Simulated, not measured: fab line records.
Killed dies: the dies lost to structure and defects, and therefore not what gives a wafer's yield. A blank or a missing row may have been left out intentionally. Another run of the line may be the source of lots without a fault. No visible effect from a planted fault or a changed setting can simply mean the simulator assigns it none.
A struck lot beside a sound one || flow sky130 || 30 out of 708 route steps
Sound: wafers L602.1, L602.5, L602.6. Struck: wafers L592.4, L592.5, L592.6. The cause is given at the end.
Order at every step that has rows: each side's tool, ch and its chambers, its first start. Under that, the readings that differ: sound wafers || struck wafers || difference of the means || sigmas: that difference in standard deviations of wafers without a fault.
alike: same words and numbers on both sides, and readings whose means sit less than 2 such deviations apart. not compared: any withheld reading, any reading some wafer has no value for, any bound like >300 that may hide the same value, and any number with overlapping values for which the record gives no deviation.
The two part at a step that has a row with sigmas, a row that says differs or no value, or rows on one side only. When numbers do not overlap yet have no deviation, they are printed without sigmas and do not part them. A reading that every wafer of one side lacks parts them only if that side has two wafers or more.

SKY_PWDE_STRIP_09: strips in O2/N2.
  sound on plasma asher-03 ch 0,1, day 8 09:25; struck on plasma asher-01 ch 0,1, day 5 18:36
  alike: drypump motor current A, oes product au, strip time to endpoint s
  not compared: rf hours counter h
SKY_PWDE_TW_MEAS_10:
  struck on film metro-04, day 5 18:42; sound on film metro-04, day 8 09:31
  alike: PWDE_TW
then, 7 steps without rows for these wafers: SKY_NWELL_DEHYDRATE_03 (time 60 s); SKY_NWELL_HMDS_04 (prime time 60 s); SKY_NWELL_COAT_05 (resist thk 3000 nm); SKY_NWELL_SOFTBAKE_06; SKY_NWELL_EXPOSE_07 (exposes mask NWM, target cd 840 nm); SKY_NWELL_PEB_08; SKY_NWELL_DEVELOP_09 (develop time 60 s).
SKY_NWELL_OVL_MEAS_10:
  struck on overlay-01, day 6 13:21; sound on overlay-02, day 9 06:26
  alike: NWELL_00_OVL
then, 2 steps without rows for these wafers: SKY_NWELL_IMPLANT_11; SKY_NWELL_IMPLANT_12.
SKY_NWELL_IMPLANT_13:
  sound on implanter-01 ch 0, day 9 06:46; struck on implanter-01 ch 0, day 6 13:45
{"reading": "dose ions cm2", "sound": "7.002e+11 6.981e+11 6.994e+11", "struck": "3.246e+11 3.242e+11 3.244e+11", "difference": -3.748e+11, "sigmas": "-99 or more"}
{"reading": "faraday current uA", "sound": "3.98 3.94 3.98", "struck": "1.77 1.80 1.82", "difference": -2.17, "sigmas": -29}
SKY_NWELL_STRIP_14: strips in O2/N2.
  sound on plasma asher-03 ch 0,1, day 9 06:55; struck on plasma asher-02 ch 0,1, day 6 13:51
  alike: drypump motor current A, oes product au, strip time to endpoint s
  not compared: rf hours counter h
SKY_NWELL_TW_MEAS_15:
  struck on film metro-04, day 6 13:57; sound on film metro-01, day 9 07:04
  alike: NWELL_TW
then, 7 steps without rows for these wafers: SKY_NWELL_DEHYDRATE_16 (time 60 s); SKY_NWELL_HMDS_17 (prime time 60 s); SKY_NWELL_COAT_18 (resist thk 3000 nm); SKY_NWELL_SOFTBAKE_19; SKY_NWELL_EXPOSE_20 (exposes mask NWM COMPLEMENT, target cd 840 nm); SKY_NWELL_PEB_21; SKY_NWELL_DEVELOP_22 (develop time 60 s).
SKY_NWELL_OVL_MEAS_23:
  struck on overlay-02, day 7 08:36; sound on overlay-01, day 10 03:59
  alike: NWELL_01_OVL
then, 1 step without rows for these wafers: SKY_NWELL_IMPLANT_24.
SKY_NWELL_STRIP_25: strips in O2/N2.
  sound on plasma asher-04 ch 0,1, day 10 04:10; struck on plasma asher-03 ch 0,1, day 7 08:48
{"reading": "oes product au (a.u.)", "sound": "0.730 0.719 0.725", "struck": "0.714 0.717 0.716", "difference": -0.009, "sigmas": -2}
  alike: drypump motor current A, strip time to endpoint s
  not compared: rf hours counter h
SKY_NWELL_TW_MEAS_26:
  struck on film metro-01, day 7 08:53; sound on film metro-01, day 10 04:16
  alike: NWELL_2_TW
then, 1 step without rows for these wafers: SKY_NWELL_CLEAN_27 (cleans in SC1/SC2, time 150 s).
SKY_NWELL_RTA_28: time 30 s.
  sound on rtp anneal-01 ch 0, day 10 04:23; struck on rtp anneal-02 ch 0, day 7 09:01
  alike: lamp power pct, wafer_temp_C_max
SKY_NWELL_RS_MEAS_29: uses a four-point probe to measure.
  struck on film metro-03, day 7 09:08; sound on film metro-04, day 10 04:29
{"reading": "NWELL_RS (ohm/sq)", "sound": "621.5 620.3 621.2", "struck": "638.8 638.7 638.6", "difference": "+17.7", "sigmas": "+10"}
-- the record jumps here: 41 days lie between the struck wafers' starts before and after (it left off in module NWELL and takes up again in module PAD_OPEN, whose first step shown is number 708 of the route) --
SKY_PAD_OPEN_PROBE_99:
  struck on prober-01, day 48 01:26; sound on prober-01, day 50 04:29
{"reading": "model.etest.nfet_16v.r on ohm um", "sound": "1.393e+04 1.386e+04 1.395e+04", "struck": "1.479e+04 1.471e+04 1.479e+04", "difference": "+8.500e+02", "sigmas": ""}
{"reading": "model.etest.pfet g5v0d10v5.r on ohm um", "sound": "4740 4781 4802", "struck": "4510 4544 4533", "difference": -245, "sigmas": ""}
{"reading": "model.etest.tip p.rs ohm sq", "sound": "6856 6889 6840", "struck": "6705 6711 6697", "difference": -157, "sigmas": ""}
{"reading": "model.etest.tip_p_5v.rs ohm sq", "sound": "2886 2897 2863", "struck": "2810 2805 2813", "difference": -73, "sigmas": ""}
{"reading": "model.etest.pfet g5v0d10v5.drive ua um", "sound": "341 341.6 343.3", "struck": "362.5 360.8 360.8", "difference": "+19.4", "sigmas": ""}
{"reading": "model.etest.pfet_01v8_lvt.drive ua um", "sound": "176 176.9 176.6", "struck": "189.3 190.2 190.3", "difference": "+13.4", "sigmas": ""}
{"reading": "model.etest.pfet_01v8.drive ua um", "sound": "198.4 196.9 199.1", "struck": "199.2 204.4 201.7", "difference": "+3.6", "sigmas": ""}
  alike: killed_at_M0_to_M3, killed_at_M4_up, killed at contacts, killed at front end, killed at other, killed dies, killed on rim, killed open, killed short
  not compared: model.etest.pfet_16v.drive ua um

WHERE THEY PART
Earliest at SKY_NWELL_IMPLANT_13; latest, in this record, at SKY_NWELL_RS_MEAS_29. Later steps at which nothing parts them and some readings are alike: SKY_PAD_OPEN_PROBE_99.

WHY: what the simulator had put in
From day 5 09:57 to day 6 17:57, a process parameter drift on implanter-01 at SKY_NWELL_IMPLANT_13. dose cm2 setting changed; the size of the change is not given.
